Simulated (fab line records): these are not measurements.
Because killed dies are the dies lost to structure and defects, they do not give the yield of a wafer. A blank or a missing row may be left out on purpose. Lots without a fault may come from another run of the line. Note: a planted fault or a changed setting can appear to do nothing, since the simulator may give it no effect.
fab line records | flow gf180mcu
record lots=13 | wafers=39 | last-day=34
route steps=602 shown DUAL_GATE@154 V4@477 MIM@506
lots with no fault: from the same line, run without faults
start-h: the number of hours between the record's first day and the start of the first shown wafer of the lot | wait-h: hours from the lot's prior step to this one | " same as the row above | L1.1+2: a row that stands for several wafers | - no value, or no start was given | * or withheld: withheld | < > ~ a bound
route shown NAME@n: NAME is a module with steps in the file, n the number in the route of the first one | usual: average and standard deviation across the fault-free wafers | same: alike in all rows | chamber/n: place in a boat | sites: readings site by site | _std_site: the values' standard deviation | _edge_site: inner sites' mean taken away from outer sites' mean | radius-mm: for every site, how far away it sits from the centre of the wafer | mask NAME#n: copy n | behind: the tool/chamber that last shaped the wafer | hold: the reason the lot was held/the length of the hold in hours/how it ended | device: the n, p or np transistor that did not switch | end of line: the route-end tests of the same wafers | step lacking rows: just its recipe | killed: at the first sort, the dies lost to defects and structure; wafer yield is something else | map: a wafer's dies, x killed, . not, _ none there
set.NAME: the setting as run; set.NAME@STEP: as run at that earlier step | model.NAME: the simulator's own value behind a step, which no gauge read
one table for each step of the route and one row for each wafer, over a sample of lots
services: the hour from which a tool's chamber was out of use, counted from the record's first day as start-h (under 0 if before that day), plus the number of hours and why
## steps
# step GF_DUAL_GATE_STRIP_13
# recipe chemistry=O2/N2 | power-w=1400 | pressure-mtorr=1500 | platen-temp-c=250 | o2-flow-sccm=3000 | n2-flow-sccm=300 | overash-fraction=0.5
# usual drypump-motor-current-A=6.32/0.27 | heater-power-w=347/30 | oes-product-au=0.716/0.0048 | overash-fraction=0.5/0 | strip-time-to-endpoint-s=12.66/0.037
lot.wafer | tool            | chamber | start-h | wait-h | drypump-motor-current-A | heater-power-w | oes-product-au | overash-fraction | rf-hours-counter-h | strip-time-to-endpoint-s
L367.1    | plasma-asher-01 | 0       | 174.46  | 0.0    | 6.57                    | 347            | 0.719          | 0.5              | 53                 | 12.71
L367.4    | "               | 0       | "       | "      | 6.55                    | 356            | 0.719          | 0.5              | -                  | 12.68
L367.6    | "               | 0       | "       | "      | 6.56                    | 359            | 0.715          | 0.5              | -                  | 12.72
L368.1    | plasma-asher-03 | 1       | 180.97  | 0.0    | 6.23                    | 300            | 0.713          | 0.5              | 7                  | 12.64
L368.2    | "               | 0       | "       | "      | 5.97                    | 360            | 0.716          | 0.5              | 7                  | 12.71
L368.6    | "               | 0       | "       | "      | 5.98                    | 367            | 0.716          | 0.5              | -                  | 12.68
L369.1    | plasma-asher-01 | 1       | 191.41  | 0.0    | 6.53                    | 381            | 0.719          | 0.5              | 55                 | 12.66
L369.2    | "               | 0       | "       | "      | 6.54                    | 353            | 0.714          | 0.5              | 55                 | 12.67
L369.4    | "               | 1       | "       | "      | 6.52                    | 368            | 0.716          | 0.5              | -                  | 12.69
L372.2    | plasma-asher-02 | 0       | 211.06  | 0.0    | 6.05                    | 317            | 0.761          | 0.3              | 55                 | 12.69
L372.4    | "               | 1       | "       | "      | 6.64                    | 376            | 0.717          | 0.5              | -                  | 12.68
L372.5    | "               | 0       | "       | "      | 6.07                    | 316            | 0.754          | 0.3              | -                  | 12.69
L376.2    | plasma-asher-02 | 0       | 239.48  | 0.0    | 6.05                    | 316            | 0.751          | 0.3              | 58                 | 12.68
L376.3    | "               | 1       | "       | "      | 6.61                    | 364            | 0.721          | 0.5              | -                  | 12.65
L376.4    | "               | 0       | "       | "      | 6.07                    | 318            | 0.760          | 0.3              | -                  | 12.68
L381.2    | plasma-asher-01 | 0       | 274.02  | 0.0    | 6.55                    | 340            | 0.708          | 0.5              | 63                 | 12.60
L381.4    | "               | 1       | "       | "      | 6.53                    | 371            | 0.715          | 0.5              | -                  | 12.64
L381.5    | "               | 1       | "       | "      | 6.52                    | 381            | 0.715          | 0.5              | -                  | 12.62
L383.1    | plasma-asher-03 | 1       | 286.14  | 0.0    | 6.23                    | 297            | 0.711          | 0.5              | 17                 | 12.62
L383.4    | "               | 1       | "       | "      | 6.25                    | 299            | 0.715          | 0.5              | -                  | 12.63
L383.6    | "               | 0       | "       | "      | 5.92                    | 357            | 0.713          | 0.5              | -                  | 12.65
L384.2    | plasma-asher-03 | 1       | 292.27  | 0.0    | 6.24                    | 303            | 0.712          | 0.5              | 18                 | 12.66
L384.3    | "               | 0       | "       | "      | 5.94                    | 364            | 0.726          | 0.5              | -                  | 12.64
L384.6    | "               | 0       | "       | "      | 5.94                    | 365            | 0.717          | 0.5              | -                  | 12.62
L386.2    | plasma-asher-03 | 0       | 308.93  | 0.0    | 5.93                    | 370            | 0.719          | 0.5              | 20                 | 12.65
L386.3    | "               | 1       | "       | "      | 6.27                    | 296            | 0.714          | 0.5              | -                  | 12.63
L386.4    | "               | 0       | "       | "      | 5.93                    | 361            | 0.721          | 0.5              | -                  | 12.62
L387.4    | plasma-asher-01 | 1       | 314.11  | 0.0    | 6.51                    | 371            | 0.717          | 0.5              | -                  | 12.61
L387.5    | "               | 0       | "       | "      | 6.55                    | 363            | 0.711          | 0.5              | -                  | 12.61
L387.6    | "               | 1       | "       | "      | 6.49                    | 376            | 0.725          | 0.5              | -                  | 12.59
L388.1    | plasma-asher-01 | 0       | 326.71  | 0.0    | 6.57                    | 348            | 0.718          | 0.5              | 69                 | 12.71
L388.5    | "               | 0       | "       | "      | 6.53                    | 349            | 0.708          | 0.5              | -                  | 12.69
L388.6    | "               | 1       | "       | "      | 6.53                    | 374            | 0.709          | 0.5              | -                  | 12.71
L389.2    | plasma-asher-02 | 0       | 330.31  | 0.0    | 6.06                    | 320            | 0.719          | 0.5              | 67                 | 12.69
L389.3    | "               | 0       | "       | "      | 6.07                    | 321            | 0.705          | 0.5              | -                  | 12.70
L389.5    | "               | 1       | "       | "      | 6.64                    | 375            | 0.726          | 0.5              | -                  | 12.61
L390.1    | plasma-asher-03 | 1       | 336.36  | 0.0    | 6.24                    | 299            | 0.717          | 0.5              | 22                 | 12.66
L390.5    | "               | 1       | "       | "      | 6.25                    | 300            | 0.711          | 0.5              | -                  | 12.65
L390.6    | "               | 0       | "       | "      | 5.93                    | 360            | 0.725          | 0.5              | -                  | 12.66
# step GF_V4_THK_MEAS_01
# recipe reads=SiO2_of_V4_CVD_00
# usual V4_CVD_00_THK=600/4.7
lot.wafer | tool          | chamber | start-h | wait-h | V4_CVD_00_THK[nm]
L367.1    | film-metro-04 | -       | 536.28  | 0.0    | 598
L367.4    | "             | -       | "       | "      | 600
L367.6    | "             | -       | "       | "      | 603
L368.1    | film-metro-03 | -       | 541.15  | 0.0    | 600
L368.2    | "             | -       | "       | "      | 597
L368.6    | "             | -       | "       | "      | 594
L369.1    | film-metro-04 | -       | 554.70  | 0.0    | 603
L369.2    | "             | -       | "       | "      | 604
L369.4    | "             | -       | "       | "      | 601
L372.2    | film-metro-02 | -       | 582.37  | 0.0    | 598
L372.4    | "             | -       | "       | "      | 597
L372.5    | "             | -       | "       | "      | 592
L376.2    | film-metro-02 | -       | 613.84  | 0.0    | 602
L376.3    | "             | -       | "       | "      | 605
L376.4    | "             | -       | "       | "      | 598
L381.2    | film-metro-04 | -       | 651.82  | 0.0    | 603
L381.4    | "             | -       | "       | "      | 604
L381.5    | "             | -       | "       | "      | 597
L383.1    | film-metro-02 | -       | 666.23  | 0.0    | 593
L383.4    | "             | -       | "       | "      | 592
L383.6    | "             | -       | "       | "      | 596
L384.2    | film-metro-04 | -       | 669.63  | 0.0    | 592
L384.3    | "             | -       | "       | "      | 598
L384.6    | "             | -       | "       | "      | 599
L386.2    | film-metro-03 | -       | 681.68  | 0.0    | 608
L386.3    | "             | -       | "       | "      | 600
L386.4    | "             | -       | "       | "      | 592
L387.4    | film-metro-03 | -       | 690.20  | 0.0    | 603
L387.5    | "             | -       | "       | "      | 596
L387.6    | "             | -       | "       | "      | 605
L388.1    | film-metro-03 | -       | 700.27  | 0.0    | 598
L388.5    | "             | -       | "       | "      | 607
L388.6    | "             | -       | "       | "      | 603
L389.2    | film-metro-02 | -       | 704.44  | 0.0    | 597
L389.3    | "             | -       | "       | "      | 605
L389.5    | "             | -       | "       | "      | 603
L390.1    | film-metro-03 | -       | 707.33  | 0.0    | 595
L390.5    | "             | -       | "       | "      | 603
L390.6    | "             | -       | "       | "      | 595
# step GF_MIM_SPUTTER_03
# recipe material=Ti | target-thk-nm=10 | substrate-temp-c=300 | chamber-pressure-pa=0.3 | power-w=3000 | time-s=6.7
# usual throttle-valve-pct=29.7/0.85
lot.wafer | tool           | chamber | start-h | wait-h | throttle-valve-pct
L367.1    | pvd-sputter-01 | -       | 561.01  | 0.0    | 29.1
L367.4    | "              | -       | "       | "      | 28.8
L367.6    | "              | -       | "       | "      | 28.5
L368.1    | pvd-sputter-01 | -       | 565.10  | 0.0    | 28.9
L368.2    | "              | -       | "       | "      | 30.5
L368.6    | "              | -       | "       | "      | 28.6
L369.1    | pvd-sputter-01 | -       | 578.85  | 0.0    | 29.6
L369.2    | "              | -       | "       | "      | 29.8
L369.4    | "              | -       | "       | "      | 28.8
L372.2    | pvd-sputter-01 | -       | 605.51  | 0.0    | 29.9
L372.4    | "              | -       | "       | "      | 28.8
L372.5    | "              | -       | "       | "      | 29.8
L376.2    | pvd-sputter-03 | -       | 636.49  | 0.0    | 30.3
L376.3    | "              | -       | "       | "      | 31.9
L376.4    | "              | -       | "       | "      | 31.4
L381.2    | pvd-sputter-01 | -       | 673.44  | 0.0    | 29.3
L381.4    | "              | -       | "       | "      | 30.0
L381.5    | "              | -       | "       | "      | 30.5
L383.1    | pvd-sputter-01 | -       | 688.25  | 0.0    | 30.5
L383.4    | "              | -       | "       | "      | 28.7
L383.6    | "              | -       | "       | "      | 29.2
L384.2    | pvd-sputter-02 | -       | 690.61  | 0.0    | 28.7
L384.3    | "              | -       | "       | "      | 29.4
L384.6    | "              | -       | "       | "      | 28.9
L386.2    | pvd-sputter-02 | -       | 702.82  | 0.0    | 28.7
L386.3    | "              | -       | "       | "      | 29.4
L386.4    | "              | -       | "       | "      | 29.9
L387.4    | pvd-sputter-02 | -       | 711.16  | 0.0    | 29.5
L387.5    | "              | -       | "       | "      | 29.1
L387.6    | "              | -       | "       | "      | 29.8
L388.1    | pvd-sputter-02 | -       | 720.49  | 0.0    | 29.7
L388.5    | "              | -       | "       | "      | 28.7
L388.6    | "              | -       | "       | "      | 29.8
L389.2    | pvd-sputter-02 | -       | 724.26  | 0.0    | 30.2
L389.3    | "              | -       | "       | "      | 29.5
L389.5    | "              | -       | "       | "      | 28.8
L390.1    | pvd-sputter-01 | -       | 727.50  | 0.0    | 28.9
L390.5    | "              | -       | "       | "      | 29.3
L390.6    | "              | -       | "       | "      | 30.1
# step GF_MIM_SPUTTER_04
# recipe material=TiN | target-thk-nm=50 | power-w=6500 | time-s=41.7 | chamber-pressure-pa=0.4
# usual throttle-valve-pct=29.6/0.82
lot.wafer | tool           | chamber | start-h | wait-h | throttle-valve-pct
L367.1    | pvd-sputter-01 | -       | 561.03  | 0.0    | 29.2
L367.4    | "              | -       | "       | "      | 28.7
L367.6    | "              | -       | "       | "      | 28.6
L368.1    | pvd-sputter-01 | -       | 565.12  | 0.0    | 29.5
L368.2    | "              | -       | "       | "      | 30.3
L368.6    | "              | -       | "       | "      | 28.6
L369.1    | pvd-sputter-01 | -       | 578.87  | 0.0    | 29.2
L369.2    | "              | -       | "       | "      | 29.7
L369.4    | "              | -       | "       | "      | 28.8
L372.2    | pvd-sputter-01 | -       | 605.53  | 0.0    | 29.5
L372.4    | "              | -       | "       | "      | 28.7
L372.5    | "              | -       | "       | "      | 30.0
L376.2    | pvd-sputter-03 | -       | 636.51  | 0.0    | 30.0
L376.3    | "              | -       | "       | "      | 31.8
L376.4    | "              | -       | "       | "      | 31.4
L381.2    | pvd-sputter-01 | -       | 673.46  | 0.0    | 29.7
L381.4    | "              | -       | "       | "      | 30.4
L381.5    | "              | -       | "       | "      | 30.3
L383.1    | pvd-sputter-01 | -       | 688.28  | 0.0    | 30.5
L383.4    | "              | -       | "       | "      | 28.7
L383.6    | "              | -       | "       | "      | 29.5
L384.2    | pvd-sputter-02 | -       | 690.63  | 0.0    | 28.7
L384.3    | "              | -       | "       | "      | 29.5
L384.6    | "              | -       | "       | "      | 29.1
L386.2    | pvd-sputter-02 | -       | 702.84  | 0.0    | 28.6
L386.3    | "              | -       | "       | "      | 29.0
L386.4    | "              | -       | "       | "      | 29.8
L387.4    | pvd-sputter-02 | -       | 711.18  | 0.0    | 29.6
L387.5    | "              | -       | "       | "      | 28.8
L387.6    | "              | -       | "       | "      | 30.0
L388.1    | pvd-sputter-02 | -       | 720.51  | 0.0    | 29.5
L388.5    | "              | -       | "       | "      | 28.9
L388.6    | "              | -       | "       | "      | 30.1
L389.2    | pvd-sputter-02 | -       | 724.28  | 0.0    | 30.0
L389.3    | "              | -       | "       | "      | 29.6
L389.5    | "              | -       | "       | "      | 28.7
L390.1    | pvd-sputter-01 | -       | 727.52  | 0.0    | 28.5
L390.5    | "              | -       | "       | "      | 29.3
L390.6    | "              | -       | "       | "      | 29.9
## services
tool            | chamber | start-h | hours | kind
plasma-asher-03 | -       | 166.68  | 1.1   | repair
pvd-sputter-03  | -       | 184.65  | 2.8   | repair
pvd-sputter-01  | -       | 224.32  | 62.6  | repair
plasma-asher-01 | -       | 228.96  | 2.2   | repair
pvd-sputter-01  | -       | 257.16  | 4.2   | repair
plasma-asher-03 | -       | 381.61  | 0.5   | repair
plasma-asher-02 | -       | 421.25  | 9.0   | pm
plasma-asher-02 | 0       | 421.25  | 9.0   | vent-cycle
pvd-sputter-03  | -       | 429.35  | 4.6   | repair
pvd-sputter-03  | -       | 448.47  | 5.8   | repair
pvd-sputter-01  | -       | 449.63  | 1.9   | repair
plasma-asher-03 | -       | 455.87  | 2.8   | pm
plasma-asher-01 | -       | 457.37  | 2.8   | pm
pvd-sputter-03  | -       | 489.49  | 5.9   | repair
pvd-sputter-01  | -       | 496.08  | 0.5   | repair
plasma-asher-03 | -       | 517.74  | 12.0  | repair
plasma-asher-03 | -       | 562.29  | 10.4  | repair
pvd-sputter-02  | -       | 599.30  | 5.0   | repair
plasma-asher-03 | -       | 646.72  | 3.4   | repair
plasma-asher-02 | -       | 667.96  | 2.8   | pm
plasma-asher-02 | -       | 673.29  | 1.2   | repair
pvd-sputter-03  | -       | 679.11  | 7.1   | repair
pvd-sputter-03  | -       | 688.03  | 0.5   | repair
plasma-asher-03 | -       | 714.55  | 8.9   | repair
## key
first-sign step=GF_DUAL_GATE_STRIP_13 | reading=overash-fraction | direction=down | sigmas=99+ | usual=0.5 | struck=0.3
effect step=GF_DUAL_GATE_STRIP_13 | reading=oes-product-au | direction=up | sigmas=8.4 | usual=0.716 | struck=0.756
met-at GF_DUAL_GATE_STRIP_13
struck-lots L372,L376
struck-wafers L372.2,L372.5,L376.2,L376.4
tester-left-out L372,L376
not-acting-at GF_V4_THK_MEAS_01,GF_MIM_SPUTTER_03,GF_MIM_SPUTTER_04
fault kind=process-parameter-drift | tool=plasma-asher-02 | chamber=0 | onset-h=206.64 | steps=GF_DUAL_GATE_STRIP_13 | channel=overash-fraction | offset=-0.2 | shape=step | end-h=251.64 | acts-in=these-recipes-only | stated=0.5
# tester-left-out: of these lots the tester's yield and bins aren't shown, on N5 and GAA mostly nor the transistor test; their killed dies are dies lost to structure and defects alone, not to doping, threshold or leakage, so they don't give the yield
